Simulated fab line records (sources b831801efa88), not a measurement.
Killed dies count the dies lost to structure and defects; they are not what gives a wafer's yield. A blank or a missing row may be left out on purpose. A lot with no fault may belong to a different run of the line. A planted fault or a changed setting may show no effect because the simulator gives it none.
Struck lot and sound lot, side by side || flow gf180mcu || 15 out of 602 route steps
Sound: the wafers L414.1, L414.2, L414.6. Wafers L406.1, L406.3, L406.6 were the ones struck. The cause is given at the end.
Per side, at each step with rows, come the tool, then ch with its chambers, and then its first start. Under that, the readings that differ: sound wafers || struck wafers || difference of the means || sigmas: that difference in standard deviations of wafers without a fault.
alike: same words and numbers on both sides, and readings whose means sit less than 2 such deviations apart. not compared: any withheld reading, any reading some wafer has no value for, any bound like >300 that may hide the same value, and any number with overlapping values for which the record gives no deviation.
The two part at a step that has a row with sigmas, a row that says differs or no value, or rows on one side only. Non-overlapping numbers with no deviation appear without sigmas and do not part them. A reading missing from all wafers of one side parts the sides only when that side holds two or more wafers.

GF_VT_IMPLANT_OVL_MEAS_18:
  sound: overlay-01 at day 10 08:26; struck: overlay-01 at day 8 03:47
  alike: VT_IMPLANT_01_OVL
then, 1 step without rows for these wafers: GF_VT_IMPLANT_IMPLANT_19.
GF_VT_IMPLANT_STRIP_20: strips in O2/N2.
  sound on plasma asher-01 ch 0,1, day 10 08:38; struck on plasma asher-04 ch 0,1, day 8 03:59
  alike: drypump motor current A, heater power w, oes product au, strip time to endpoint s
  not compared: rf hours counter h
GF_VT_IMPLANT_TW_MEAS_21:
  sound: film metro-04 at day 10 08:44; struck: film metro-04 at day 8 04:05
  alike: VT_IMPLANT_2_TW
then, 7 steps without rows for these wafers: GF_VT_IMPLANT_DEHYDRATE_22 (time 60 s); GF_VT_IMPLANT_HMDS_23 (prime time 60 s); GF_VT_IMPLANT_COAT_24 (resist thk 1000 nm); GF_VT_IMPLANT_SOFTBAKE_25 (time 60 s); GF_VT_IMPLANT_EXPOSE_26 (exposes mask LVPWELL HV AREA, target cd 860 nm); GF_VT_IMPLANT_PEB_27; GF_VT_IMPLANT_DEVELOP_28 (develop time 60 s).
GF_VT_IMPLANT_OVL_MEAS_29:
  sound: overlay-02 at day 11 03:02; struck: overlay-01 at day 8 20:17
  alike: VT_IMPLANT_02_OVL
GF_VT_IMPLANT_IMPLANT_30:
  sound on implanter-02 ch 0, day 11 03:05; struck on implanter-03 ch 0, day 8 20:19
{"reading": "dose ions cm2", "sound": "2.5338e+12 2.5346e+12 2.5327e+12", "struck": "2.4371e+12 2.4361e+12 2.4395e+12", "difference": -9.6133e+10, "sigmas": -33}
  alike: beam energy keV, beam on s
GF_VT_IMPLANT_STRIP_31: strips in O2/N2.
  sound on plasma asher-03 ch 0,1, day 11 03:14; struck on plasma asher-04 ch 0, day 8 20:28
  alike: drypump motor current A, heater power w, oes product au, strip time to endpoint s
  not compared: rf hours counter h
then, 1 step without rows for these wafers: GF_PASSIVATION_PROBE_99.

WHERE THEY PART
Only at GF_VT_IMPLANT_IMPLANT_30, as far as this record shows. Later steps at which nothing parts them and some readings are alike: GF_VT_IMPLANT_STRIP_31.

WHY: whatever the simulator had introduced
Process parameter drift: implanter-03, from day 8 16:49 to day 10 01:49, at GF_VT_IMPLANT_IMPLANT_30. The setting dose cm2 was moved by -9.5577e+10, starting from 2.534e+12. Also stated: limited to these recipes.
